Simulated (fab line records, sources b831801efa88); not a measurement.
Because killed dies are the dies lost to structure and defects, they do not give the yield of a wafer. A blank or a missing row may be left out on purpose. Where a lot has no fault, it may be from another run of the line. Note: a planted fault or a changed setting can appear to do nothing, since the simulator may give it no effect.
Which tool is to blame? / flow gf180mcu / 30 wafers from 10 lots sampled at 5 of the route's 602 steps

WHAT THE GAUGES READ, wafer by wafer
GF_M2_CD_MEAS_14 targets a cd of 280 nm. Usual: 280.0 nm for cd_nm, sd 1.1.
lot=L867; measured=day 19 22:51; on=cd_sem-01; cd_nm (nm)=279.1 280.2 280.0; flag=
lot=L868; measured=day 20 16:57; on=cd_sem-01; cd_nm (nm)=280.7 280.0 280.5; flag=
lot=L869; measured=day 21 06:44; on=cd_sem-01; cd_nm (nm)=277.5 278.4 278.7; flag=
lot=L874; measured=day 22 21:11; on=cd_sem-02; cd_nm (nm)=278.2 277.3 277.8; flag=
lot=L875; measured=day 23 05:33; on=cd_sem-01; cd_nm (nm)=278.4 280.3 278.7; flag=
lot=L876; measured=day 23 12:54; on=cd_sem-02; cd_nm (nm)=282.3 282.5 281.9; flag=
lot=L877; measured=day 23 19:39; on=cd_sem-02; cd_nm (nm)=278.5 278.2 278.7; flag=
lot=L883; measured=day 25 16:12; on=cd_sem-01; cd_nm (nm)=280.9 281.4 280.8; flag=
lot=L884; measured=day 26 00:42; on=cd_sem-02; cd_nm (nm)=280.1 280.4 281.1; flag=
lot=L888; measured=day 27 10:30; on=cd_sem-01; cd_nm (nm)=279.9 280.2 280.4; flag=

GF_V2_RS_MEAS_24: uses a four-point probe to measure. Usual: for V2_W_RS the level is 0.326 ohm/sq and the standard deviation is 0.0038.
lot=L867; measured=day 21 02:01; on=film_metro-03; V2_W_RS (ohm/sq)=0.319 0.319 0.319; flag=
lot=L868; measured=day 21 19:32; on=film_metro-04; V2_W_RS (ohm/sq)=0.322 0.322 0.321; flag=
lot=L869; measured=day 22 08:50; on=film_metro-03; V2_W_RS (ohm/sq)=0.328 0.331 0.335; flag=
lot=L874; measured=day 23 22:19; on=film_metro-03; V2_W_RS (ohm/sq)=0.327 0.324 0.325; flag=
lot=L875; measured=day 24 06:22; on=film_metro-04; V2_W_RS (ohm/sq)=0.329 0.327 0.332; flag=
lot=L876; measured=day 24 14:25; on=film_metro-03; V2_W_RS (ohm/sq)=0.325 0.326 0.329; flag=
lot=L877; measured=day 24 20:29; on=film_metro-02; V2_W_RS (ohm/sq)=0.325 0.328 0.328; flag=
lot=L883; measured=day 26 16:23; on=film_metro-04; V2_W_RS (ohm/sq)=0.238 0.241 0.238 0.238 0.240 0.238; flag=OFF
lot=L884; measured=day 27 00:55; on=film_metro-03; V2_W_RS (ohm/sq)=0.239 0.239 0.239 0.238 0.239 0.238; flag=OFF
lot=L888; measured=day 28 09:50; on=film_metro-02; V2_W_RS (ohm/sq)=0.332 0.329 0.328; flag=

GF_V2_THK_MEAS_25: measures by xrf. Usual: for V2_W_THK the level is 355 nm and the standard deviation is 5.1.
lot=L867; measured=day 21 02:08; on=film_metro-03; V2_W_THK (nm)=363 364 364; flag=
lot=L868; measured=day 21 19:40; on=film_metro-04; V2_W_THK (nm)=361 359 359; flag=
lot=L869; measured=day 22 08:58; on=film_metro-03; V2_W_THK (nm)=357 355 348; flag=
lot=L874; measured=day 23 22:26; on=film_metro-03; V2_W_THK (nm)=359 361 360; flag=
lot=L875; measured=day 24 06:29; on=film_metro-04; V2_W_THK (nm)=354 357 351; flag=
lot=L876; measured=day 24 14:32; on=film_metro-03; V2_W_THK (nm)=358 355 349; flag=
lot=L877; measured=day 24 20:36; on=film_metro-02; V2_W_THK (nm)=356 353 352; flag=
lot=L883; measured=day 27 09:53; on=film_metro-04; V2_W_THK (nm)=490 482 490 490 484 491; flag=OFF
lot=L884; measured=day 27 04:00; on=film_metro-03; V2_W_THK (nm)=491 488 487 487 488 487; flag=OFF
lot=L888; measured=day 28 09:57; on=film_metro-02; V2_W_THK (nm)=344 345 348; flag=

EACH LOT AND THE TOOL THAT RAN IT (in order: tool; ch and the chambers of the sampled wafers; start)
lot=L867; GF_M2_SPUTTER_04=pvd_sputter-01, day 18 21:32; GF_V2_CVD_23=cvd_w-02 ch 0,1, day 21 01:54
lot=L868; GF_M2_SPUTTER_04=pvd_sputter-02, day 19 15:53; GF_V2_CVD_23=cvd_w-02 ch 0,1, day 21 19:26
lot=L869; GF_M2_SPUTTER_04=pvd_sputter-03, day 20 06:31; GF_V2_CVD_23=cvd_w-01 ch 0,1, day 22 08:44
lot=L874; GF_M2_SPUTTER_04=pvd_sputter-02, day 21 21:56; GF_V2_CVD_23=cvd_w-01 ch 0,1, day 23 22:12
lot=L875; GF_M2_SPUTTER_04=pvd_sputter-02, day 22 06:31; GF_V2_CVD_23=cvd_w-02 ch 0,1, day 24 06:16
lot=L876; GF_M2_SPUTTER_04=pvd_sputter-01, day 22 13:39; GF_V2_CVD_23=cvd_w-01 ch 0, day 24 14:11
lot=L877; GF_M2_SPUTTER_04=pvd_sputter-01, day 22 20:56; GF_V2_CVD_23=cvd_w-02 ch 0,1, day 24 20:22
lot=L883; GF_M2_SPUTTER_04=pvd_sputter-02, day 24 19:02; GF_V2_CVD_23=cvd_w-02 ch 0,1, day 26 16:16
lot=L884; GF_M2_SPUTTER_04=pvd_sputter-02, day 25 03:07; GF_V2_CVD_23=cvd_w-02 ch 0,1, day 27 00:49
lot=L888; GF_M2_SPUTTER_04=pvd_sputter-02, day 26 12:36; GF_V2_CVD_23=cvd_w-01 ch 0,1, day 28 09:43
- GF_M2_SPUTTER_04: material TiN, target thk 50 nm, time 41.7 s.
- GF_V2_CVD_23: deposits W, target thk 350 nm, time 104.94 s.

AS READ BY THE TOOLS THEMSELVES (means over the sampled wafers that have a number; for cases with no such wafer, the mark the record gives instead)
GF_M2_SPUTTER_04. Usual: 30.4 % for throttle_valve_pct, sd 0.95.
lot=L867; tool=pvd_sputter-01; throttle_valve_pct (%)=30.2; flag=
lot=L868; tool=pvd_sputter-02; throttle_valve_pct (%)=30.1; flag=
lot=L869; tool=pvd_sputter-03; throttle_valve_pct (%)=30.1; flag=
lot=L874; tool=pvd_sputter-02; throttle_valve_pct (%)=30.6; flag=
lot=L875; tool=pvd_sputter-02; throttle_valve_pct (%)=31.5; flag=
lot=L876; tool=pvd_sputter-01; throttle_valve_pct (%)=30.3; flag=
lot=L877; tool=pvd_sputter-01; throttle_valve_pct (%)=30.3; flag=
lot=L883; tool=pvd_sputter-02; throttle_valve_pct (%)=30.0; flag=
lot=L884; tool=pvd_sputter-02; throttle_valve_pct (%)=30.9; flag=
lot=L888; tool=pvd_sputter-02; throttle_valve_pct (%)=30.8; flag=

GF_V2_CVD_23. Usual: heater_power_w 886 W, standard deviation 38; susceptor_temp_C 399.98 C, standard deviation 0.23.
lot=L867; tool=cvd_w-02; heater_power_w (W)=842; susceptor_temp_C (C)=400.01; flag=
lot=L868; tool=cvd_w-02; heater_power_w (W)=879; susceptor_temp_C (C)=399.81; flag=
lot=L869; tool=cvd_w-01; heater_power_w (W)=944; susceptor_temp_C (C)=400.13; flag=
lot=L874; tool=cvd_w-01; heater_power_w (W)=901; susceptor_temp_C (C)=400.10; flag=
lot=L875; tool=cvd_w-02; heater_power_w (W)=874; susceptor_temp_C (C)=399.94; flag=
lot=L876; tool=cvd_w-01; heater_power_w (W)=870; susceptor_temp_C (C)=400.17; flag=
lot=L877; tool=cvd_w-02; heater_power_w (W)=893; susceptor_temp_C (C)=400.20; flag=
lot=L883; tool=cvd_w-02; heater_power_w (W)=958; susceptor_temp_C (C)=417.43; flag=OFF
lot=L884; tool=cvd_w-02; heater_power_w (W)=963; susceptor_temp_C (C)=417.90; flag=OFF
lot=L888; tool=cvd_w-01; heater_power_w (W)=925; susceptor_temp_C (C)=400.43; flag=

THE ANSWER, worked out from the rows above alone
Rule: lot off if the mean of its wafers having a number is beyond 3 standard deviations from the usual mean. Also off: a lot with no number at a reading for which 4 or more lots have one. Any other lot the step has rows for is counted as sound. The gauges are gone through in route order, then the tools' own readings, and for those a lot's mean is taken as printed above. At the first step where some lot is off, the reading lying furthest off is the one used; lots without a number count as furthest.
Off: L883, L884, at GF_V2_RS_MEAS_24 (V2_W_RS).
If a tool, at a process step before that reading, ran all the lots that are off and no sound lot after the first of them, it fits. The gauges at GF_V2_RS_MEAS_24 aren't tried: what is off there is off at GF_V2_CVD_23 too, on other tools, and a gauge's error can't cause that. One candidate fits, namely cvd_w-02 at GF_V2_CVD_23. Its last sound lot is L877 (day 24 20:22), its first lot that is off L883 (day 26 16:16): a fault that began between those two fits.
The tool's own readings at GF_V2_CVD_23 bear it out: on the lots that are off they differ by more than 5 times the standard deviation of the sound lots' means. susceptor_temp_C reads 417.66 C there against 400.10 C on the sound lots.

WHAT THE SIMULATOR HAD INSERTED
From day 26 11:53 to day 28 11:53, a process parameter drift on cvd_w-02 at GF_V2_CVD_23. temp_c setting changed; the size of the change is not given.
Lots struck among those shown: L883, L884. The same result came from the rule above.
